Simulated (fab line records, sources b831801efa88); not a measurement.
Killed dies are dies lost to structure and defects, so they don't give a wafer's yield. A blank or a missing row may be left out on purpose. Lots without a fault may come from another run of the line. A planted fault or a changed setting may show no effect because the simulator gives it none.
Chamber matching | flow sky130 | SKY_FIELD_ISO_ETCH_14 on rie_diel-04: 4 sister chambers
The step etches BARC in N2/H2, stops on SiO2, time 45.9 s, target depth 60 nm. 8 wafers are shown with their chamber, then 8 later ones without.

WAFERS WITH THEIR CHAMBER
wafer  | chamber | drypump_motor_current_A (A) | oes_product_au (a.u.)
L083.2 | 0       | 6.4                         | 0.859
L083.5 | 0       | 6.4                         | 0.858
L085.1 | 1       | 6.4                         | 0.859
L085.4 | 3       | 5.7                         | 0.858
L090.1 | 2       | 5.2                         | 0.853
L090.5 | 2       | 5.2                         | 0.858
L090.6 | 1       | 6.4                         | 0.854
L092.2 | 3       | 5.8                         | 0.862

WAFERS WITHOUT THEIR CHAMBER
wafer  | drypump_motor_current_A (A) | oes_product_au (a.u.)
L092.4 | 6.4                         | 0.854
L092.6 | 5.2                         | 0.847
L097.2 | 5.8                         | 0.849
L097.3 | 5.2                         | 0.848
L097.5 | 6.4                         | 0.860
L096.2 | 6.4                         | 0.861
L096.4 | 5.2                         | 0.853
L096.6 | 5.8                         | 0.853

WHICH CHAMBER EACH WENT THROUGH
wafer  | from the rows above     | in truth
L092.4 | can't be placed: 1 or 0 | 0
L092.6 | 2                       | 2
L097.2 | 3                       | 3
L097.3 | 2                       | 2
L097.5 | can't be placed: 0 or 1 | 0
L096.2 | can't be placed: 0 or 1 | 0
L096.4 | 2                       | 2
L096.6 | 3                       | 3
Placed correctly: 5 of 8. Can't be placed from these rows: 3 (the true chamber is among the candidates in 3). Placed wrongly: 0.
How it was worked out, from the rows above alone: a wafer's distance from a chamber is the root of the sum, over the readings, of the square of ((its reading less the chamber's mean) divided by the reading's scatter). The wafer belongs to the nearest chamber; if the next one is less than 2 further off, it can't be placed. A chamber's mean is the mean of its shown wafers. The scatter: the root of (the sum of the squares of (reading less its chamber's mean) over the shown wafers, divided by (wafers less chambers)).
